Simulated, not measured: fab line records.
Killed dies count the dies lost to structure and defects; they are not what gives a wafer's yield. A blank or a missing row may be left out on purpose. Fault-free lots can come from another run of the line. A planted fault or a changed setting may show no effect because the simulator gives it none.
Matching of chambers | flow gf180mcu | 4 sister chambers for GF_V2_CMP_04 on cmp-01
The step polishes SiO2. 4 wafers are shown with their chamber, then 8 later ones without.

== EACH WAFER AND ITS CHAMBER ==
wafer  | chamber | motorCurrentA (A)
L582.3 | 2       | 12.9
L581.3 | 1       | 13.3
L583.5 | 3       | 10.9
L591.2 | 0       | 12.1

== WAFERS WITHOUT THEIR CHAMBER ==
wafer  | motorCurrentA (A)
L591.3 | 13.1
L591.6 | 12.7
L593.1 | 12.4
L593.2 | 12.0
L593.6 | 12.6
L594.1 | 13.2
L594.5 | 12.3
L594.6 | 10.3

== WHICH CHAMBER EACH ONE RAN IN ==
wafer  | from the rows above          | in truth
L591.3 | can't be placed: 2 or 1      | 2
L591.6 | can't be placed: 2 or 0 or 1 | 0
L593.1 | can't be placed: 0 or 2      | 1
L593.2 | 0                            | 0
L593.6 | can't be placed: 2 or 0 or 1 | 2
L594.1 | can't be placed: 1 or 2      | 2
L594.5 | can't be placed: 0 or 2      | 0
L594.6 | 3                            | 3
2 of 8 placed correctly. These rows do not allow placing 6 (true chamber among the candidates in 5). 0 placed wrongly.
How it was worked out, from the rows above alone: a wafer's distance from a chamber is the root of the sum, over the readings, of the square of ((its reading less the chamber's mean) divided by the reading's scatter). The wafer belongs to the nearest chamber; if the next one is less than 2 further off, it can't be placed. The mean given for a chamber averages the wafers shown for that chamber. The scatter (one wafer shown for each chamber): square how far every hidden wafer sits from the nearest shown wafer, average those squares and take the square root.
